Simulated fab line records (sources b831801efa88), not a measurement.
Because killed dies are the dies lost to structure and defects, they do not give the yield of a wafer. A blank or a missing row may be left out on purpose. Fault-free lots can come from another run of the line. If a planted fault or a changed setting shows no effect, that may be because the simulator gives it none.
Chamber matching :: flow gf180mcu :: GF_V3_ETCH_16 on rie_diel-01 has 4 sister chambers
The step etches BARC in N2/H2. 8 wafers are shown with their chamber, then 6 later ones without.

== WAFERS WITH THEIR CHAMBER ==
wafer: L420.6
chamber: 1
drypump_motor_current_A (A): 5.6
throttle_valve_pct (%): 13.212

wafer: L425.3
chamber: 0
drypump_motor_current_A (A): 6.3
throttle_valve_pct (%): 13.232

wafer: L425.5
chamber: 3
drypump_motor_current_A (A): 5.0
throttle_valve_pct (%): 13.209

wafer: L426.2
chamber: 2
drypump_motor_current_A (A): 5.7
throttle_valve_pct (%): 13.227

wafer: L426.5
chamber: 0
drypump_motor_current_A (A): 6.4
throttle_valve_pct (%): 13.238

wafer: L426.6
chamber: 3
drypump_motor_current_A (A): 5.0
throttle_valve_pct (%): 13.225

wafer: L435.1
chamber: 1
drypump_motor_current_A (A): 5.6
throttle_valve_pct (%): 13.208

wafer: L435.3
chamber: 2
drypump_motor_current_A (A): 5.7
throttle_valve_pct (%): 13.221

== WAFERS MISSING THEIR CHAMBER ==
wafer: L439.2
drypump_motor_current_A (A): 5.0
throttle_valve_pct (%): 13.233

wafer: L439.3
drypump_motor_current_A (A): 5.7
throttle_valve_pct (%): 13.230

wafer: L439.6
drypump_motor_current_A (A): 5.6
throttle_valve_pct (%): 13.230

wafer: L441.1
drypump_motor_current_A (A): 5.6
throttle_valve_pct (%): 13.229

wafer: L441.4
drypump_motor_current_A (A): 5.0
throttle_valve_pct (%): 13.226

wafer: L441.6
drypump_motor_current_A (A): 6.4
throttle_valve_pct (%): 13.231

== WHICH CHAMBER EACH ONE RAN IN ==
wafer: L439.2
from the rows above: 3
in truth: 3

wafer: L439.3
from the rows above: 2
in truth: 2

wafer: L439.6
from the rows above: can't be placed: 2 or 1
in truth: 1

wafer: L441.1
from the rows above: can't be placed: 1 or 2
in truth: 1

wafer: L441.4
from the rows above: 3
in truth: 3

wafer: L441.6
from the rows above: 0
in truth: 0
4 of 6 placed correctly. Not placeable from these rows: 2 (in 2, the candidates include the true chamber). Placed wrongly: 0.
How it was worked out, from the rows above alone: a wafer's distance from a chamber is the root of the sum, over the readings, of the square of ((its reading less the chamber's mean) divided by the reading's scatter). The wafer belongs to the nearest chamber; if the next one is less than 2 further off, it can't be placed. For every chamber, the mean is computed from those of its wafers that are shown. The scatter: the root of (the sum of the squares of (reading less its chamber's mean) over the shown wafers, divided by (wafers less chambers)).
